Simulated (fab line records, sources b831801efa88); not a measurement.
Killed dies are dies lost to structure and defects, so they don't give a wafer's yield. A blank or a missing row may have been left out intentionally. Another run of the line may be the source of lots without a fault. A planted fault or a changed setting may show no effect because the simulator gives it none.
fab line records -- flow sky130
record lots=5, wafers=15, last-day=49
route steps=708 shown DNWELL@37 PWDE@45 NWELL@56
lots untouched by any fault: they come from a run of this same line in which no faults occurred
start-h: hours from the record's opening day to when the first of the lot's shown wafers began -- wait-h: hours elapsed since this lot's preceding step -- " identical to the entry in the row above -- L1.1+2: a row that stands for several wafers -- - no value present, or no start provided -- * or withheld: withheld -- < > ~ a bound
route shown NAME@n: NAME is a module with steps in the file, n the number in the route of the first one -- usual: the fault-free wafers' mean and standard deviation -- same: alike in all rows -- chamber/n: place in a boat -- sites: readings site by site -- _std_site: standard deviation across them -- _edge_site: outer sites' mean less inner sites' -- radius-mm: for every site, how far away it sits from the centre of the wafer -- mask NAME#n: copy n -- behind: tool/chamber where the wafer was last shaped -- hold: the reason the lot was held/the length of the hold in hours/how it ended -- device: the transistor (n, p or np) that didn't switch -- end of line: at the end of the route, the tests of the same wafers -- a step without rows: its recipe alone -- killed: dies that structure and defects cost at the first sort, which is not the same as the wafer's yield -- map: per-die view of a wafer (x killed, . not killed, _ where there is no die)
set.NAME: the setting that was run; set.NAME@STEP: the one run at that earlier step -- model.NAME: the simulator's own value behind a step, which no gauge read
lots seen at some steps along the route; tables by step, rows by wafer
services: when a tool's chamber went out of use (start-h, in hours from the record's first day, below 0 if earlier), for how many hours, and the reason
## steps
# step SKY_DNWELL_COAT_02
# recipe spin-rpm=2000, resist-thk-nm=3000
# step SKY_DNWELL_SOFTBAKE_03
# recipe temp-c=110, time-s=withheld
# step SKY_DNWELL_EXPOSE_04
# recipe mask-id=DNM, na=0.57, target-cd-nm=3000, dose-mj=222
# step SKY_DNWELL_PEB_05
# recipe temp-c=115, time-s=withheld
# step SKY_DNWELL_DEVELOP_06
# recipe wall-angle-deg=90, developer=TMAH, develop-time-s=60, dev-temp-c=23
# step SKY_DNWELL_IMPLANT_07
# recipe species=P, energy-kev=withheld, dose-cm2=withheld, tilt-deg=withheld
# step SKY_DNWELL_STRIP_08
# recipe chemistry=O2/N2, power-w=1400, pressure-mtorr=1500, platen-temp-c=withheld, o2-flow-sccm=3000, n2-flow-sccm=300, overash-fraction=0.5
# usual drypump-motor-current-A=5.6/0.49, oes-product-au=0.723/0.0044, strip-time-to-endpoint-s=36.95/0.14
lot.wafer,tool,chamber,start-h,wait-h,drypump-motor-current-A,oes-product-au,rf-hours-counter-h,strip-time-to-endpoint-s
L830.1,plasma-asher-01,1,86.90,0.1,6.2,0.719,41,37.00
L830.3,plasma-asher-01,1,86.90,0.1,6.2,0.719,-,36.97
L830.4,plasma-asher-01,0,86.90,0.1,5.3,0.726,-,36.99
L836.1,plasma-asher-01,1,112.25,0.1,6.2,0.724,43,37.03
L836.2,plasma-asher-01,0,112.25,0.1,5.3,0.726,43,37.08
L836.4,plasma-asher-01,0,112.25,0.1,5.3,0.716,-,36.91
L843.1,plasma-asher-01,0,140.20,0.1,5.2,0.728,47,37.09
L843.3,plasma-asher-01,0,140.20,0.1,5.2,0.725,-,36.98
L843.6,plasma-asher-01,0,140.20,0.1,5.2,0.718,-,36.96
L845.2,plasma-asher-04,0,152.55,0.1,5.2,0.717,50,36.89
L845.3,plasma-asher-04,0,152.55,0.1,5.2,0.720,-,37.03
L845.6,plasma-asher-04,1,152.55,0.1,6.0,0.718,-,36.88
L846.2,plasma-asher-01,1,156.00,0.1,6.2,0.719,48,37.25
L846.3,plasma-asher-01,0,156.00,0.1,5.3,0.725,-,37.13
L846.6,plasma-asher-01,1,156.00,0.1,6.3,0.723,-,37.17
# step SKY_DNWELL_TW_MEAS_09
# usual DNWELL_TW=1115/11
lot.wafer,tool,chamber,start-h,wait-h,DNWELL_TW
L830.1,film-metro-02,-,87.00,0.1,1111
L830.3,film-metro-02,-,87.00,0.1,1114
L830.4,film-metro-02,-,87.00,0.1,1110
L836.1,film-metro-03,-,112.35,0.1,1100
L836.2,film-metro-03,-,112.35,0.1,1104
L836.4,film-metro-03,-,112.35,0.1,1103
L843.1,film-metro-02,-,140.30,0.1,1106
L843.3,film-metro-02,-,140.30,0.1,1108
L843.6,film-metro-02,-,140.30,0.1,1103
L845.2,film-metro-03,-,152.66,0.1,1116
L845.3,film-metro-03,-,152.66,0.1,1115
L845.6,film-metro-03,-,152.66,0.1,1107
L846.2,film-metro-03,-,156.11,0.1,1108
L846.3,film-metro-03,-,156.11,0.1,1113
L846.6,film-metro-03,-,156.11,0.1,1111
# step SKY_PWDE_DEHYDRATE_00
# recipe temp-c=200, time-s=60
# step SKY_PWDE_HMDS_01
# recipe prime-time-s=60, prime-temp-c=120
# step SKY_PWDE_COAT_02
# recipe spin-rpm=2000, resist-thk-nm=3000
# step SKY_PWDE_SOFTBAKE_03
# recipe temp-c=110, time-s=withheld
# step SKY_PWDE_EXPOSE_04
# recipe mask-id=PWDEM, na=0.6, source-shape=conventional, sigma-outer=0.6, polarization=unpolarized, target-cd-nm=840, dose-mj=214
# same sigma-outer=0.6
lot.wafer,tool,chamber,start-h,wait-h,mask
L830.1+3+4,iline-stepper-02,0,94.30,-,PWDEM#0
L836.1+2+4,iline-stepper-01,0,121.68,-,PWDEM#0
L843.1+3+6,iline-stepper-01,0,150.38,-,NWM#0
L845.2+3+6,iline-stepper-01,0,163.24,-,PWDEM#0
L846.2+3+6,iline-stepper-01,0,166.57,-,PWDEM#0
# step SKY_PWDE_PEB_05
# recipe temp-c=115, time-s=withheld
# step SKY_PWDE_DEVELOP_06
# recipe wall-angle-deg=90, developer=TMAH, develop-time-s=60, dev-temp-c=23
# step SKY_PWDE_OVL_MEAS_07
# usual PWDE_OVL=-0.7/1.5
lot.wafer,tool,chamber,start-h,wait-h,PWDE_OVL[nm]
L830.1,overlay-02,-,102.20,-,-1.3
L830.3,overlay-02,-,102.20,-,0.4
L830.4,overlay-02,-,102.20,-,0.9
L836.1,overlay-01,-,131.10,-,-2.5
L836.2,overlay-01,-,131.10,-,-0.8
L836.4,overlay-01,-,131.10,-,-2.2
L843.1,overlay-01,-,159.85,-,-
L843.3,overlay-01,-,159.85,-,-
L843.6,overlay-01,-,159.85,-,-
L845.2,overlay-01,-,173.61,-,-1.7
L845.3,overlay-01,-,173.61,-,-1.5
L845.6,overlay-01,-,173.61,-,-1.6
L846.2,overlay-02,-,176.86,-,-2.1
L846.3,overlay-02,-,176.86,-,-1.8
L846.6,overlay-02,-,176.86,-,0.5
# step SKY_PWDE_IMPLANT_08
# recipe species=B, energy-kev=150, dose-cm2=3.6e+12, tilt-deg=withheld
# step SKY_PWDE_STRIP_09
# recipe chemistry=O2/N2, power-w=1400, pressure-mtorr=1500, platen-temp-c=withheld, o2-flow-sccm=3000, n2-flow-sccm=300, overash-fraction=0.5
# usual drypump-motor-current-A=5.7/0.48, oes-product-au=0.723/0.0047, strip-time-to-endpoint-s=36.95/0.12
lot.wafer,tool,chamber,start-h,wait-h,drypump-motor-current-A,oes-product-au,rf-hours-counter-h,strip-time-to-endpoint-s
L830.1,plasma-asher-01,1,102.39,0.1,6.2,0.718,43,37.02
L830.3,plasma-asher-01,0,102.39,0.1,5.2,0.732,-,36.84
L830.4,plasma-asher-01,1,102.39,0.1,6.2,0.725,-,36.96
L836.1,plasma-asher-01,0,131.29,0.1,5.2,0.718,46,36.96
L836.2,plasma-asher-01,1,131.29,0.1,6.2,0.726,46,36.92
L836.4,plasma-asher-01,1,131.29,0.1,6.2,0.723,-,37.06
L843.1,plasma-asher-03,1,160.04,0.1,5.6,0.718,35,36.97
L843.3,plasma-asher-03,0,160.04,0.1,6.2,0.724,-,37.02
L843.6,plasma-asher-03,0,160.04,0.1,6.2,0.719,-,36.98
L845.2,plasma-asher-02,1,173.79,0.1,5.9,0.720,5,37.15
L845.3,plasma-asher-02,1,173.79,0.1,5.9,0.725,-,37.09
L845.6,plasma-asher-02,0,173.79,0.1,4.8,0.728,-,37.04
L846.2,plasma-asher-03,1,177.04,0.1,5.6,0.725,37,37.11
L846.3,plasma-asher-03,0,177.04,0.1,6.1,0.722,-,36.99
L846.6,plasma-asher-03,1,177.04,0.1,5.6,0.722,-,37.12
# step SKY_PWDE_TW_MEAS_10
# usual PWDE_TW=375/4.1
lot.wafer,tool,chamber,start-h,wait-h,PWDE_TW
L830.1,film-metro-02,-,102.49,0.1,372
L830.3,film-metro-02,-,102.49,0.1,374
L830.4,film-metro-02,-,102.49,0.1,372
L836.1,film-metro-03,-,131.39,0.1,372
L836.2,film-metro-03,-,131.39,0.1,372
L836.4,film-metro-03,-,131.39,0.1,371
L843.1,film-metro-04,-,160.14,0.1,31
L843.3,film-metro-04,-,160.14,0.1,31
L843.6,film-metro-04,-,160.14,0.1,31
L845.2,film-metro-02,-,173.90,0.1,373
L845.3,film-metro-02,-,173.90,0.1,372
L845.6,film-metro-02,-,173.90,0.1,373
L846.2,film-metro-04,-,177.15,0.1,377
L846.3,film-metro-04,-,177.15,0.1,378
L846.6,film-metro-04,-,177.15,0.1,379
# step SKY_NWELL_DEHYDRATE_03
# recipe temp-c=200, time-s=60
## services
tool,chamber,start-h,hours,kind
plasma-asher-01,-,66.28,4.7,repair
plasma-asher-02,-,108.75,9.0,pm
plasma-asher-02,0,108.75,9.0,vent-cycle
plasma-asher-02,1,108.75,9.0,vent-cycle
plasma-asher-02,0,117.75,-,clean
plasma-asher-02,1,117.75,-,clean
plasma-asher-02,-,137.45,7.0,repair
iline-stepper-01,0,168.17,-,calibration
## key
first-sign step=SKY_PWDE_EXPOSE_04, reading=mask, direction=changed
effect step=SKY_PWDE_OVL_MEAS_07, reading=PWDE_OVL, direction=missing
effect step=SKY_PWDE_TW_MEAS_10, reading=PWDE_TW, direction=down, sigmas=83, usual=375, struck=31
met-at SKY_PWDE_EXPOSE_04
struck-wafers L843.1,L843.3,L843.6
sort-left-out L843.1,L843.3,L843.6
tester-left-out L843
onset-between 121.68 150.38
fault kind=wrong-mask, tool=any, chamber=-, onset-h=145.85, steps=SKY_PWDE_EXPOSE_04, aux-copy=NWM#0, scope=struck-lots-only
# tester-left-out: of these lots the tester's yield and bins aren't shown, on N5 and GAA mostly nor the transistor test; their killed dies are dies lost to structure and defects alone, not to doping, threshold or leakage, so they don't give the yield
# sort-left-out: the simulated sort isn't trusted on such a fault, so these wafers' sort isn't shown, and their yield isn't known
